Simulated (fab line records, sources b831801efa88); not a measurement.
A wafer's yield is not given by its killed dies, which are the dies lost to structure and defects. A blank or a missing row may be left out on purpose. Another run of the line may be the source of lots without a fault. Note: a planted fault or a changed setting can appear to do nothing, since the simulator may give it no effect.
Problem report, 8D (eight disciplines) form, completed by code + flow sky130 + the parts of the form that need people (team, actions taken, sign-off) are left out

== 1. THE ISSUE ==
Mean LDD_HVN_TW at SKY_LDD_HVN_TW_MEAS_10: 1372 over 6 wafers in 2 lots; fault-free wafers: 1453, standard deviation 6.6. That is -12 standard deviations from the usual mean.
The first sign was on wafer L740.1 at day 23 05:34, on film-metro-01. The record holds 39 wafers of 13 lots with a number at this step. The rule behind "out" and "out of limits": a value lying over 4 standard deviations away from the usual mean. Any other wafer with a number is counted as sound.

== 2. WHAT IT IS; WHAT IT IS NOT ==
| question                    | is                           | is not                                                                                             |
|-----------------------------|------------------------------|----------------------------------------------------------------------------------------------------|
| which readings at this step | LDD_HVN_TW                   | -                                                                                                  |
| which lots                  | L740, L741                   | L733, L735, L736, L737, L739, L747, L749, L752, L753, L754, L755                                   |
| which wafers of those lots  | all that have a number       | -                                                                                                  |
| read on which gauges        | film-metro-01, film-metro-04 | film-metro-03                                                                                      |
| when                        | from day 23 05:34            | up to then (15 sound wafers); but 18 sound wafers of L747, L749, L752, L753, L754, L755 came after |

== 3. SUSPECTS, AND WHAT RULES EACH OUT ==
Counting: a tool stays on the suspect list if, at a process step up to the reading, it processed all lots that are out and no sound lot following the first of them.
- ruled out: the gauge at SKY_LDD_HVN_TW_MEAS_10. 2 gauges (film-metro-01, film-metro-04) read the wafers that are out.
- implanter-04 at SKY_LDD_HVN_IMPLANT_08: ruled out as a lasting fault. After its first lot that is out, L740 (day 23 05:19), sound lots L752, L753, L754 ran on it.
Left after counting: nothing in the record.

== 4. THE CAUSE (what the simulator had put in) ==
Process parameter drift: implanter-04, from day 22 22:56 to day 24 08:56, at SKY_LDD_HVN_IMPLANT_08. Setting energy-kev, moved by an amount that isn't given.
Counting ruled it out, wrongly: the rule takes a fault to strike every lot that its tool runs from its start on, and this one did not.

== 5. SEQUENCE OF EFFECTS, ordered by route ==
One row per reading whose mean, taken over the struck wafers that have a number, lies over 3 standard deviations from the usual. Only readings for which the record gives a usual standard deviation are gone through. hours: the time from each lot's start at the first step in this table that gives one to its start at this step, as a median over the lots. sigmas: the change in usual standard deviations.
| hours | step                   | reading         | usual  | on struck wafers | change  | sigmas      |
|-------|------------------------|-----------------|--------|------------------|---------|-------------|
| 0     | SKY_LDD_HVN_IMPLANT_08 | beam-energy-keV | 60.003 | 48.972           | -11.031 | -99 or more |
| 0     | SKY_LDD_HVN_TW_MEAS_10 | LDD_HVN_TW      | 1453   | 1372             | -81     | -12         |
The process steps in it:
- SKY_LDD_HVN_IMPLANT_08

== 6. WHAT WOULD HAVE CAUGHT IT SOONER ==
7 hours passed between the start of the fault at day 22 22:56 and the first reading out of limits at a measuring or inspecting step in this record, taken at day 23 05:34.
Tool's own readings at SKY_LDD_HVN_IMPLANT_08, beam-energy-keV: out on all struck wafers the step has rows for; an alarm limit on them would have tripped on the first.
